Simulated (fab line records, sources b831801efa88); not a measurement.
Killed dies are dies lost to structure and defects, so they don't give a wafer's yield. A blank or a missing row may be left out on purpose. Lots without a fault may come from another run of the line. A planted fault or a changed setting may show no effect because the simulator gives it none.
Split-lot experiment | flow sfq_line | 5 lots, 23 wafers read, on a route of 325 steps

THE SPLIT
At SFQ_TRILAYER_M5_LITHO_COAT_128 (resist thk 62 nm), the setting resist_thk_nm was moved away from the recipe's 62 nm on 7 of the 23 wafers read, by -5.5% to +5.6%. The other wafers ran this setting at the recipe's value.

The reading is taken at the split's own step.

THE READING
BARC_of_TRILAYER_M5_LITHO_COAT_128.thk_nm (the simulator's own value, which no gauge read), in nm, at SFQ_TRILAYER_M5_LITHO_COAT_128 (resist thk 62 nm). The file gives no usual value for it. The 16 wafers here that ran the recipe average 62.07 nm, standard deviation 0.13 nm.

wafer  | tool, chamber at the split | resist_thk_nm as run, nm | against the recipe | BARC_of_TRILAYER_M5_LITHO_COAT_128.thk_nm, nm | against lot-mates on the recipe
L076.1 | litho_track-02, 0          | 62                       | recipe             | 62.31                                         | -
L076.2 | litho_track-02, 0          | 62                       | recipe             | 62.21                                         | -
L076.3 | litho_track-02, 0          | 58.56                    | -5.5%              | 58.67                                         | -3.54
L076.4 | litho_track-02, 0          | 62                       | recipe             | 62.11                                         | -
L076.5 | litho_track-02, 0          | 58.56                    | -5.5%              | 58.72                                         | -3.49
L077.1 | litho_track-03, 0          | 62                       | recipe             | 62                                            | -
L077.3 | litho_track-03, 0          | 59.29                    | -4.4%              | 59.24                                         | -2.76
L077.4 | litho_track-03, 0          | 59.29                    | -4.4%              | 59.3                                          | -2.70
L077.5 | litho_track-03, 0          | 62                       | recipe             | 62.03                                         | -
L077.6 | litho_track-03, 0          | 62                       | recipe             | 61.96                                         | -
L078.1 | litho_track-02, 0          | 65.5                     | +5.6%              | 65.64                                         | +3.54
L078.3 | litho_track-02, 0          | 62                       | recipe             | 62.08                                         | -
L078.4 | litho_track-02, 0          | 65.5                     | +5.6%              | 65.55                                         | +3.45
L078.5 | litho_track-02, 0          | 65.5                     | +5.6%              | 65.53                                         | +3.43
L078.6 | litho_track-02, 0          | 62                       | recipe             | 62.12                                         | -
L080.1 | litho_track-04, 0          | 62                       | recipe             | 62.09                                         | -
L080.3 | litho_track-04, 0          | 62                       | recipe             | 62.08                                         | -
L080.4 | litho_track-04, 0          | 62                       | recipe             | 61.94                                         | -
L080.5 | litho_track-04, 0          | 62                       | recipe             | 62.26                                         | -
L080.6 | litho_track-04, 0          | 62                       | recipe             | 62.18                                         | -
L082.3 | litho_track-03, 0          | 62                       | recipe             | 61.86                                         | -
L082.4 | litho_track-03, 0          | 62                       | recipe             | 61.91                                         | -
L082.6 | litho_track-03, 0          | 62                       | recipe             | 61.94                                         | -

THE FIT
A straight line over all 23 wafers: BARC_of_TRILAYER_M5_LITHO_COAT_128.thk_nm changes by +0.621 nm for each +1% of resist_thk_nm; r = +1.00; the points scatter about the line by 0.12 nm.
The same after taking each lot's own level away (the mean of its wafers on the recipe; 23 wafers): +0.623 nm for each +1%; r = +1.00; scatter 0.07 nm.
On that fit, the largest move of resist_thk_nm shifts the reading by 3.5 nm.
The lots' own levels span 61.903 to 62.210 nm, that is 2.4 times the standard deviation above.
So the lot-to-lot level changes the slope little: the two slopes agree.
Check: with one of the wafers moved furthest among these (+5.6%) left out of the fit, the line predicts +3.49 nm for it against its lot-mates. It came out at +3.54 nm against them.

OTHER SPLITS ON THESE WAFERS
These wafers also went through other splits before the reading. Each is held against what the fit with the lots' levels taken away leaves over:
other split on the same wafers                   | wafers away from the commonest value | r with BARC_of_TRILAYER_M5_LITHO_COAT_128.thk_nm (lot level and that fit taken away)
SFQ_TRILAYER_I2_CMP_CMP_064 leave_above_ref_nm   | 11                                   | +0.13
SFQ_TRILAYER_I2_VIA_LITHO_COAT_067 resist_thk_nm | 7                                    | -0.37
SFQ_TRILAYER_M4_DEP_SPUTTER_091 time_s           | 9                                    | -0.17
SFQ_TRILAYER_M4_LITHO_COAT_098 resist_thk_nm     | 6                                    | -0.02
SFQ_TRILAYER_I4_VIA_LITHO_COAT_108 spin_rpm      | 4                                    | -0.07
SFQ_TRILAYER_I4_VIA_LITHO_PEB_106 peb_temp_c     | 6                                    | -0.08

THE FILE'S OWN FIT
BARC_of_TRILAYER_M5_LITHO_COAT_128.thk_nm changes by +0.623 nm for each +1% of resist_thk_nm, r = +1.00.
